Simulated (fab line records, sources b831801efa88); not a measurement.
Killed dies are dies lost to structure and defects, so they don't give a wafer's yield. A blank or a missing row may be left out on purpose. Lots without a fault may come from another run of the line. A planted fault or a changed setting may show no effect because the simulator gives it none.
Split-lot experiment | flow sfq_line | 5 lots, 27 wafers read, on a route of 325 steps

THE SPLIT
At SFQ_TRILAYER_A5B_DEP_PECVD_129 (deposits SiO2 from SiH4/N2O, time 133.33 s, target thk 600 nm), the setting time_s was moved away from the recipe's 133.33 s on 9 of the 27 wafers read, by -39.8% to +43.8%. The other wafers ran this setting at the recipe's value.

The reading is taken at the split's own step.

THE READING
SiO2_of_TRILAYER_A5B_DEP_PECVD_129.thk_nm (the simulator's own value, which no gauge read), in nm, at SFQ_TRILAYER_A5B_DEP_PECVD_129 (deposits SiO2 from SiH4/N2O, time 133.33 s, target thk 600 nm). The file gives no usual value for it. The 18 wafers here that ran the recipe average 604.7 nm, standard deviation 13 nm.

wafer  | tool, chamber at the split | time_s as run, s | against the recipe | SiO2_of_TRILAYER_A5B_DEP_PECVD_129.thk_nm, nm | against lot-mates on the recipe
L074.4 | pecvd-03, 1                | 133.33           | recipe             | 616.4                                         | -
L074.5 | pecvd-03, 2                | 133.33           | recipe             | 607.5                                         | -
L074.6 | pecvd-03, 0                | 133.33           | recipe             | 593                                           | -
L076.1 | pecvd-03, 0                | 133.33           | recipe             | 593.1                                         | -
L076.2 | pecvd-03, 2                | 133.33           | recipe             | 610.7                                         | -
L076.3 | pecvd-03, 1                | 133.33           | recipe             | 611.9                                         | -
L076.4 | pecvd-03, 2                | 133.33           | recipe             | 609.4                                         | -
L076.5 | pecvd-03, 1                | 133.33           | recipe             | 627.2                                         | -
L076.6 | pecvd-03, 0                | 133.33           | recipe             | 605.3                                         | -
L078.1 | pecvd-01, 1                | 133.33           | recipe             | 590.5                                         | -
L078.2 | pecvd-01, 0                | 133.33           | recipe             | 593.7                                         | -
L078.3 | pecvd-01, 2                | 80.28            | -39.8%             | 351.8                                         | -243.5
L078.4 | pecvd-01, 1                | 133.33           | recipe             | 601.7                                         | -
L078.5 | pecvd-01, 0                | 80.28            | -39.8%             | 369.9                                         | -225.4
L078.6 | pecvd-01, 2                | 80.28            | -39.8%             | 370.4                                         | -224.9
L079.1 | pecvd-03, 2                | 191.7            | +43.8%             | 874.2                                         | +271.6
L079.2 | pecvd-03, 1                | 133.33           | recipe             | 612.3                                         | -
L079.3 | pecvd-03, 0                | 133.33           | recipe             | 576.1                                         | -
L079.4 | pecvd-03, 0                | 191.7            | +43.8%             | 848.3                                         | +245.7
L079.5 | pecvd-03, 2                | 191.7            | +43.8%             | 875.4                                         | +272.8
L079.6 | pecvd-03, 1                | 133.33           | recipe             | 619.4                                         | -
L084.1 | pecvd-03, 0                | 105.5            | -20.9%             | 457.2                                         | -148.4
L084.2 | pecvd-03, 1                | 133.33           | recipe             | 610                                           | -
L084.3 | pecvd-03, 2                | 105.5            | -20.9%             | 478.9                                         | -126.7
L084.4 | pecvd-03, 0                | 133.33           | recipe             | 585.9                                         | -
L084.5 | pecvd-03, 2                | 133.33           | recipe             | 620.9                                         | -
L084.6 | pecvd-03, 1                | 105.5            | -20.9%             | 482.3                                         | -123.3

THE FIT
A straight line over all 27 wafers: SiO2_of_TRILAYER_A5B_DEP_PECVD_129.thk_nm changes by +6.03 nm for each +1% of time_s; r = +1.00; the points scatter about the line by 13 nm.
The same after taking each lot's own level away (the mean of its wafers on the recipe; 27 wafers): +5.97 nm for each +1%; r = +1.00; scatter 13 nm.
On that fit, the largest move of time_s shifts the reading by 2.6e+02 nm.
The lots' own levels span 595.30 to 609.60 nm, that is 1.1 times the standard deviation above.
So the lot-to-lot level changes the slope little: the two slopes agree.
Check: with one of the wafers moved furthest among these (+43.8%) left out of the fit, the line predicts +259 nm for it against its lot-mates. It came out at +272 nm against them.

OTHER SPLITS ON THESE WAFERS
These wafers also went through other splits before the reading. Each is held against what the fit with the lots' levels taken away leaves over:
other split on the same wafers                  | wafers away from the commonest value | r with SiO2_of_TRILAYER_A5B_DEP_PECVD_129.thk_nm (lot level and that fit taken away)
SFQ_TRILAYER_JJ_TRILAYER_DEP_SPUTTER_112 time_s | 9                                    | -0.07

THE FILE'S OWN FIT
SiO2_of_TRILAYER_A5B_DEP_PECVD_129.thk_nm changes by +5.97 nm for each +1% of time_s, r = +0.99.
